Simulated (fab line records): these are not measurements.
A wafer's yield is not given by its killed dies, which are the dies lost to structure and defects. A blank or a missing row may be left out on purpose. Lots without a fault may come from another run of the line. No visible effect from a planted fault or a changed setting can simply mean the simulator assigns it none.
What tool caused it? | flow gf180mcu | 39 wafers from 13 lots sampled at 2 of the route's 602 steps

## WHAT EACH GAUGE READ, for each wafer
GF_MIM_THK_MEAS_06. Usual: for MIM_CVD_05_THK the level is 42.0 nm and the standard deviation is 0.58.
lot  | measured     | on            | MIM_CVD_05_THK (nm) | flag
L366 | day 24 09:46 | film-metro-01 | 42.0 42.0 42.5      |
L367 | day 24 19:43 | film-metro-04 | 42.5 43.1 42.6      |
L369 | day 25 12:16 | film-metro-01 | 42.1 41.6 42.1      |
L374 | day 27 02:50 | film-metro-04 | 41.4 42.6 42.3      |
L376 | day 27 23:09 | film-metro-01 | 40.9 41.3 41.5      |
L378 | day 28 09:47 | film-metro-04 | 42.2 42.9 42.3      |
L379 | day 28 13:32 | film-metro-02 | 42.1 42.6 41.9      |
L380 | day 29 00:47 | film-metro-04 | 40.9 41.8 41.6      |
L381 | day 29 06:04 | film-metro-01 | 41.8 41.8 42.4      |
L382 | day 29 15:30 | film-metro-02 | 42.4 42.1 41.4      |
L383 | day 29 20:03 | film-metro-01 | 42.7 43.1 42.5      |
L388 | day 31 02:43 | film-metro-02 | 40.9 41.2 41.1      |
L389 | day 31 16:23 | film-metro-04 | 41.0 41.6 42.3      |

GF_V5_THK_MEAS_25: measures by xrf. Usual: for V5_W_THK the level is 358 nm and the standard deviation is 4.8.
lot  | measured     | on            | V5_W_THK (nm) | flag
L366 | day 27 03:44 | film-metro-02 | 358 351 356   |
L367 | day 27 14:10 | film-metro-02 | 354 365 364   |
L369 | day 28 04:34 | film-metro-02 | 361 361 353   |
L374 | day 29 17:44 | film-metro-01 | 347 348 351   |
L376 | day 30 12:11 | film-metro-02 | 363 362 360   |
L378 | day 30 21:27 | film-metro-01 | 357 358 357   |
L379 | day 31 00:22 | film-metro-03 | 361 359 359   |
L380 | day 31 11:01 | film-metro-02 | 355 358 354   |
L381 | day 31 15:56 | film-metro-02 | 360 360 366   |
L382 | day 31 23:25 | film-metro-01 | 350 355 352   |
L383 | day 32 05:19 | film-metro-02 | 358 362 363   |
L388 | day 33 08:18 | film-metro-01 | 358 357 351   |
L389 | day 33 20:31 | film-metro-01 | 367 366 361   |

## EACH LOT AND THE TOOL THAT RAN IT (in order: tool; ch and the chambers of the sampled wafers; start)
The record shows no process step preceding these readings.

## AS READ BY THE TOOLS THEMSELVES (means over the sampled wafers that have a number; for cases with no such wafer, the mark the record gives instead)
The record holds no such reading with a usual standard deviation.

## THE ANSWER, worked out from the rows above alone
Rule: a lot counts as off when the mean over its wafers that have a number is more than 3 standard deviations away from the usual mean. Also off: a lot with no number at a reading for which 4 or more lots have one. The other lots that the step has rows for count as sound. The gauges are gone through in route order, then the tools' own readings, and for those a lot's mean is taken as printed above. At the first step where some lot is off, the reading lying furthest off is the one used; lots without a number count as furthest.
No lot is off at any reading shown: from this, nothing can be told.

## WHAT THE SIMULATOR HAD INSERTED
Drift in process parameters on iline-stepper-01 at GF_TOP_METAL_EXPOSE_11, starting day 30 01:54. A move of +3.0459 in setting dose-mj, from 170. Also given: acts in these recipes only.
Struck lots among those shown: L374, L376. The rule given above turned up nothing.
